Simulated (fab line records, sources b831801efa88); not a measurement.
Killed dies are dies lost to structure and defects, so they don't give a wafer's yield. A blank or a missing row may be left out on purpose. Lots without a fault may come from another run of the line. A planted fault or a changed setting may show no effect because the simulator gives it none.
A struck lot beside a sound one | flow gf180mcu | 20 steps out of a route of 602
Sound: wafers L304.4, L304.5, L304.6. Struck: wafers L306.1, L306.2, L306.3. The cause comes at the end.
At each step with rows: each side's tool, then ch and its chambers, then its first start. Under that, the readings that differ: sound wafers | struck wafers | difference of the means | sigmas: that difference in standard deviations of wafers without a fault.
alike: readings whose means differ by less than 2 such deviations, and words and numbers that are the same on both sides. not compared: withheld readings, readings that some wafer has no value for, bounds like >300 that may hide the same value, and numbers for which the record gives no deviation and whose values overlap.
The two part at a step that has a row with sigmas, a row that says differs or no value, or rows on one side only. Numbers that don't overlap but have no deviation are shown without sigmas and don't part them. A reading that every wafer of one side lacks parts them only if that side has two wafers or more.

first, 6 steps without rows for these wafers: GF_M3_HMDS_08 (prime time 60 s); GF_M3_COAT_09 (resist thk 1000 nm); GF_M3_SOFTBAKE_10 (time 60 s); GF_M3_EXPOSE_11 (exposes mask Metal3, target cd 280 nm); GF_M3_PEB_12 (peb time 90 s); GF_M3_DEVELOP_13 (develop time 60 s).
GF_M3_CD_MEAS_14: target cd 280 nm.
  sound on cd_sem-01, day 22 17:50; struck on cd_sem-02, day 23 00:58
  alike: cd_nm
GF_M3_OVL_MEAS_15:
  sound on overlay-02, day 22 17:55; struck on overlay-02, day 23 01:05
  alike: M3_OVL
GF_M3_METAL_ETCH_16: etches the open film in Cl2/BCl3, stops on SiO2, target depth 750.8 nm, time 125.1 s.
  sound on rie_metal-03 ch 0,1, day 22 17:59; struck on rie_metal-02 ch 0,1, day 23 01:07
  alike: drypump_motor_current_A, mfc_cl2_sccm, oes_product_au, throttle_valve_pct
  not compared: rf_hours_counter_h
GF_M3_STRIP_17: strips in O2/N2.
  sound on plasma_asher-01 ch 0,1, day 22 18:05; struck on plasma_asher-03 ch 0,1, day 23 01:15
  alike: drypump_motor_current_A, heater_power_w, oes_product_au, strip_time_to_endpoint_s
  not compared: rf_hours_counter_h
then, 2 steps without rows for these wafers: GF_M3_STRIP_18 (strips in post etch residue remover, time 1200 s); GF_M3_CLEAN_19 (cleans in DIW).
GF_V3_CVD_00: deposits SiO2, target thk 600 nm, time 100 s.
  sound on hdpcvd-01 ch 0,1,2, day 22 18:38; struck on hdpcvd-02 ch 0,1,2, day 23 02:01
GF_V3_THK_MEAS_01:
  sound on film_metro-01, day 22 18:42; struck on film_metro-02, day 23 02:05
  reading            | sound       | struck         | difference | sigmas
  V3_CVD_00_THK (nm) | 606 590 601 | 1209 1187 1210 | +603       | +99 or more
GF_V3_CVD_02: deposits SiO2 from TEOS, target thk 850 nm, time 94.851 s.
  sound on pecvd-03 ch 0,1,2, day 22 18:46; struck on pecvd-01 ch 0,1, day 23 02:09
  alike: heater_power_w
GF_V3_THK_MEAS_03:
  sound on film_metro-03, day 22 18:50; struck on film_metro-01, day 23 02:16
  alike: V3_CVD_02_THK
GF_V3_CMP_04: polishes SiO2.
  sound on cmp-01 ch 1,2, day 22 18:55; struck on cmp-01 ch 1,2,3, day 23 02:52
  alike: edge_zone_pressure_frac, head_pressure_psi, motor_current_A, time_to_endpoint_s
GF_V3_BOW_MEAS_05:
  sound on film_metro-01, day 22 19:13; struck on film_metro-02, day 23 03:10
  reading     | sound       | struck      | difference | sigmas
  V3_BOW (um) | 106 109 111 | 149 129 136 | +29        | +3
then, 1 step without rows for these wafers: GF_V3_DEHYDRATE_06 (time 60 s).
-- the record jumps here: 7 days lie between the struck wafers' starts before and after (it left off in module V3 and takes up again in module PASSIVATION, whose first step shown is number 602 of the route) --
GF_PASSIVATION_PROBE_99:
  the record has rows for the struck wafers here (prober-01, day 30 11:13) and none for the sound ones

WHERE THEY PART
First at GF_V3_THK_MEAS_01; last, within this record, at GF_PASSIVATION_PROBE_99.

WHY: what the simulator had put in
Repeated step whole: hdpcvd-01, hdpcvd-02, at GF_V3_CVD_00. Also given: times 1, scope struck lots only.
